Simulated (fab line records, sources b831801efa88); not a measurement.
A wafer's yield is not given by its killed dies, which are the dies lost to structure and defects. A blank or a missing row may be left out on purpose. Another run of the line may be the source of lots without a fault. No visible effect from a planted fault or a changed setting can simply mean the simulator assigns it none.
Which tool was responsible? | flow sky130 | 21 wafers sampled from 7 lots at 1 step of a route of 708

## WHAT THE GAUGES READ, wafer by wafer
SKY_VT_ADJUST_LVTN_OVL_MEAS_18.
lot  | measured     | on         | VT_ADJUST_LVTN_01_OVL (nm)
L463 | day 8 02:05  | overlay-02 | 0.6 1.3 0.1
L466 | day 9 00:02  | overlay-02 | 1.7 -0.2 3.0
L476 | day 12 01:26 | overlay-02 | -1.1 -1.4 1.0
L478 | day 12 10:50 | overlay-01 | -0.7 0.6 -0.5
L480 | day 12 21:55 | overlay-01 | -0.6 0.9 0.1
L482 | day 13 16:02 | overlay-02 | 1.6 0.7 -0.2
L485 | day 14 11:50 | overlay-02 | -0.9 -1.7 1.0

## EACH LOT AND THE TOOL THAT RAN IT (in order: tool; ch and the chambers of the sampled wafers; start)
The record holds no process step before these readings.

## THE ANSWER, worked out from the rows above alone
Rule: usual is defined by the lots themselves. The widest of any qualifying gaps counts: lots, ordered by their means at a reading, are off when they make up no more than a third of the lots, leave a main group of 4 or more, and stand apart from it by 3 or more times the standard deviation of that group's means. A main group whose means are all the same, to the digits that the tables above print for the reading, isn't used. A lot without any number at a reading at which 4 lots or more have one is off too. Any other lot the step has rows for is counted as sound.
No lot is off at any reading shown: from this, nothing can be told.

## WHAT HAD BEEN PUT IN BY THE SIMULATOR
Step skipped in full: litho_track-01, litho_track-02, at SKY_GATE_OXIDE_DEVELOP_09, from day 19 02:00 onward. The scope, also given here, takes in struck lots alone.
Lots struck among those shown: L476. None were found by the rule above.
